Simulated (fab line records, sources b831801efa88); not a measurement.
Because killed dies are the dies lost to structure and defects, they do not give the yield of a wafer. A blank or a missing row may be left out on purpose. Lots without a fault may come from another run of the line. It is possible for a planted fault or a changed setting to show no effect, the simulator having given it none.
Shared-tool check | flow sky130 | Sample size 11 lots and 42 wafers

== WHY THIS WAS OPENED ==
SKY_LDD_HVN_TW_MEAS_10, reading LDD_HVN_TW: flagged on 3 of 11 lots. No-fault wafers: 1447, standard deviation 10.
Rule: flag the lot when none of its wafers has a number, or when each of its wafers that has one lies beyond 4 standard deviations from that mean. The other lots count as sound.

lot  | measured     | on            | LDD_HVN_TW, wafer by wafer | flag
L991 | day 20 12:14 | film_metro-02 | 1452 1450 1447             |
L995 | day 21 23:37 | film_metro-02 | 30 30 30 30 31 30          | FLAGGED
L996 | day 22 22:43 | film_metro-04 | 30 30 30 30 30 30          | FLAGGED
L997 | day 23 00:56 | film_metro-01 | 30 30 30 30 30 30          | FLAGGED
L998 | day 23 05:41 | film_metro-02 | 1448 1450 1455             |
L104 | day 25 03:17 | film_metro-01 | 1430 1432 1427             |
L105 | day 25 08:41 | film_metro-01 | 1421 1427 1432             |
L107 | day 26 09:21 | film_metro-04 | 1448 1451 1455             |
L108 | day 26 15:48 | film_metro-02 | 1445 1451 1450             |
L109 | day 26 20:48 | film_metro-01 | 1438 1436 1422             |
L110 | day 27 13:46 | film_metro-01 | 1438 1432 1440             |
The numbers of the flagged lots are 30 on average: -1417 against the usual, or -99 or more standard deviations.

== WHICH TOOL EACH LOT WENT THROUGH ==
Before the reading, the record contains 3 process steps out of a 708-step route. Every cell lists first the tool, next ch and the chambers used by the sampled wafers, and last the start.
lot  | flag    | SKY_POLY_GATE_ETCH_16              | SKY_LDD_P_STRIP_10                   | SKY_LDD_HVN_STRIP_09
L991 |         | rie_diel-01 ch 0,1,3, day 16 12:37 | plasma_asher-04 ch 0,1, day 19 04:40 | plasma_asher-04 ch 0,1, day 20 12:08
L995 | FLAGGED | rie_diel-02 ch 0,2,3, day 18 00:52 | plasma_asher-03 ch 1, day 20 16:40   | plasma_asher-02 ch 0, day 21 23:31
L996 | FLAGGED | rie_diel-04 ch 0,1, day 18 23:31   | plasma_asher-04 ch 0, day 21 16:25   | plasma_asher-04 ch 0, day 22 22:37
L997 | FLAGGED | rie_diel-02 ch 1,3, day 19 00:46   | plasma_asher-02 ch 0,1, day 21 18:22 | plasma_asher-04 ch 0,1, day 23 00:50
L998 |         | rie_diel-04 ch 1,2, day 19 05:28   | plasma_asher-03 ch 0,1, day 21 22:30 | plasma_asher-04 ch 0,1, day 23 05:35
L104 |         | rie_diel-02 ch 0,1,3, day 21 05:19 | plasma_asher-04 ch 0,1, day 23 20:47 | plasma_asher-02 ch 0,1, day 25 03:11
L105 |         | rie_diel-04 ch 0,1,2, day 21 11:03 | plasma_asher-02 ch 0,1, day 24 02:23 | plasma_asher-04 ch 0,1, day 25 08:35
L107 |         | rie_diel-02 ch 0,1,3, day 22 11:05 | plasma_asher-03 ch 0,1, day 25 02:50 | plasma_asher-02 ch 0,1, day 26 09:15
L108 |         | rie_diel-01 ch 0,1, day 22 19:07   | plasma_asher-04 ch 0,1, day 25 09:43 | plasma_asher-02 ch 0,1, day 26 15:41
L109 |         | rie_diel-01 ch 0,1,3, day 22 23:02 | plasma_asher-02 ch 0,1, day 25 15:05 | plasma_asher-01 ch 0,1, day 26 20:41
L110 |         | rie_diel-01 ch 1,2, day 23 15:34   | plasma_asher-02 ch 0,1, day 26 08:08 | plasma_asher-01 ch 0,1, day 27 13:41
What is done by these steps:
- SKY_POLY_GATE_ETCH_16: etches Si3N4 in CH3F/O2, stops on poly-Si, time 147.5 s, target depth 75 nm.
- SKY_LDD_P_STRIP_10: strips in O2/N2.
- SKY_LDD_HVN_STRIP_09: strips in O2/N2.
- SKY_LDD_HVN_TW_MEAS_10

== FLAGGED AGAINST TOTAL, ONE TOOL AT A TIME (gauges that did the reading follow at the end) ==
step                   | tool            | lots run | flagged | share of the flagged lots | sound lots run after its first flagged lot
SKY_POLY_GATE_ETCH_16  | rie_diel-01     | 4        | 0       | none                      | -
SKY_POLY_GATE_ETCH_16  | rie_diel-02     | 4        | 2       | some                      | 2 (L104,L107)
SKY_POLY_GATE_ETCH_16  | rie_diel-04     | 3        | 1       | some                      | 2 (L998,L105)
SKY_LDD_P_STRIP_10     | plasma_asher-02 | 4        | 1       | some                      | 3 (L105,L109,L110)
SKY_LDD_P_STRIP_10     | plasma_asher-03 | 3        | 1       | some                      | 2 (L998,L107)
SKY_LDD_P_STRIP_10     | plasma_asher-04 | 4        | 1       | some                      | 2 (L104,L108)
SKY_LDD_HVN_STRIP_09   | plasma_asher-01 | 2        | 0       | none                      | -
SKY_LDD_HVN_STRIP_09   | plasma_asher-02 | 4        | 1       | some                      | 3 (L104,L107,L108)
SKY_LDD_HVN_STRIP_09   | plasma_asher-04 | 5        | 2       | some                      | 2 (L998,L105)
SKY_LDD_HVN_TW_MEAS_10 | film_metro-01   | 5        | 1       | some                      | 4 (L104,L105,L109,L110)
SKY_LDD_HVN_TW_MEAS_10 | film_metro-02   | 4        | 1       | some                      | 2 (L998,L108)
SKY_LDD_HVN_TW_MEAS_10 | film_metro-04   | 2        | 1       | some                      | 1 (L107)

== THE TABLE: WHAT IT ALLOWS ==
No row of the table ran every flagged lot.

== WHAT THE SIMULATOR HAD PUT IN ==
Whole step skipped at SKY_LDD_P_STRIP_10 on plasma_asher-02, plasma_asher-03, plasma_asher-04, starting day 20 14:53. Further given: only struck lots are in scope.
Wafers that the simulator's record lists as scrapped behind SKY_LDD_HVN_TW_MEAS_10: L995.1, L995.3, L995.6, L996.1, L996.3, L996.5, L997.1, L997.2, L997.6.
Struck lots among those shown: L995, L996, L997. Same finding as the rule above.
